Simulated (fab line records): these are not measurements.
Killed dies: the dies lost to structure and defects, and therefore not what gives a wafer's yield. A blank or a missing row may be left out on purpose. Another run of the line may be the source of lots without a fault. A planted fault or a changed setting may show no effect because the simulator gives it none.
Problem report in the 8D (eight disciplines) form, filled by code :: flow sky130 :: the parts of the form that need people (team, actions taken, sign-off) are left out

== 1. THE ISSUE ==
Mean DNWELL_TW at SKY_DNWELL_TW_MEAS_09: 1199 over 6 wafers in 2 lots; fault-free wafers: 1122, standard deviation 6.6. That puts it +12 standard deviations away from the usual mean.
Earliest sighting: wafer L618.3 on film_metro-04 at day 4 23:31. The record has a number at this step for 42 wafers belonging to 14 lots. Rule for "out" (also "out of limits"): further than 4 standard deviations from the usual mean. Any other wafer with a number is counted as sound.

== 2. WHAT IT IS; WHAT IT IS NOT ==
question: which readings at this step
is: DNWELL_TW
is not: -

question: which lots
is: L618, L622
is not: L611, L613, L614, L615, L616, L621, L626, L627, L629, L630, L631, L633

question: which wafers of those lots
is: all that have a number
is not: -

question: read on which gauges
is: film_metro-04
is not: film_metro-01, film_metro-02

question: when
is: from day 4 23:31
is not: up to then (15 sound wafers); but 21 sound wafers of L621, L626, L627, L629, L630, L631, L633 came after

== 3. SUSPECTS, AND WHAT RULES EACH OUT ==
Counting: a tool stays on the suspect list if, at a process step up to the reading, it processed all lots that are out and no sound lot following the first of them.
- the gauge at SKY_DNWELL_TW_MEAS_09: kept. All the wafers that are out were read on film_metro-04, and no step on other tools shows them out.
- implanter-01 at SKY_DNWELL_IMPLANT_07: kept. All lots that are out passed through it, beginning with L618 at day 4 23:18, and no sound lot followed; its final sound lot before that point was L616 at day 4 14:20.
The count leaves film_metro-04 at SKY_DNWELL_TW_MEAS_09 and implanter-01 at SKY_DNWELL_IMPLANT_07.

== 4. THE CAUSE (what the simulator had put in) ==
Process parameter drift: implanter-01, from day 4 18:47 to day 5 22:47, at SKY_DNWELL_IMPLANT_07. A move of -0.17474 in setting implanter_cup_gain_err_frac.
Counting left 2 suspects, and this tool is among them.

== 5. SEQUENCE OF EFFECTS, ordered by route ==
Each row: a reading where the mean over the struck wafers with a number is more than 3 standard deviations away from the usual. Readings are gone through only where the record gives a usual standard deviation; hours: the median, over the lots, of the time from a lot's start at the first step in this table giving one to that lot's start at this step; sigmas: the change measured in usual standard deviations.
hours: 0
step: SKY_DNWELL_TW_MEAS_09
reading: DNWELL_TW
usual: 1122
on struck wafers: 1199
change: +77
sigmas: +12
Later measuring or inspecting steps at which every struck wafer that the step has a row for has a number for every such reading, and none has moved that far: SKY_NWELL_OVL_MEAS_23, SKY_VT_ADJUST_LVTN_OVL_MEAS_18.

== 6. WHAT WOULD HAVE CAUGHT IT SOONER ==
In this record the first reading out of limits at a measuring or inspecting step was taken at day 4 23:31, 5 hours after the fault began at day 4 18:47.
L622, from the lots that are out (2), started SKY_DNWELL_IMPLANT_07 on implanter-01 later than day 4 23:31. A tool hold placed at that time would have kept it from harm.
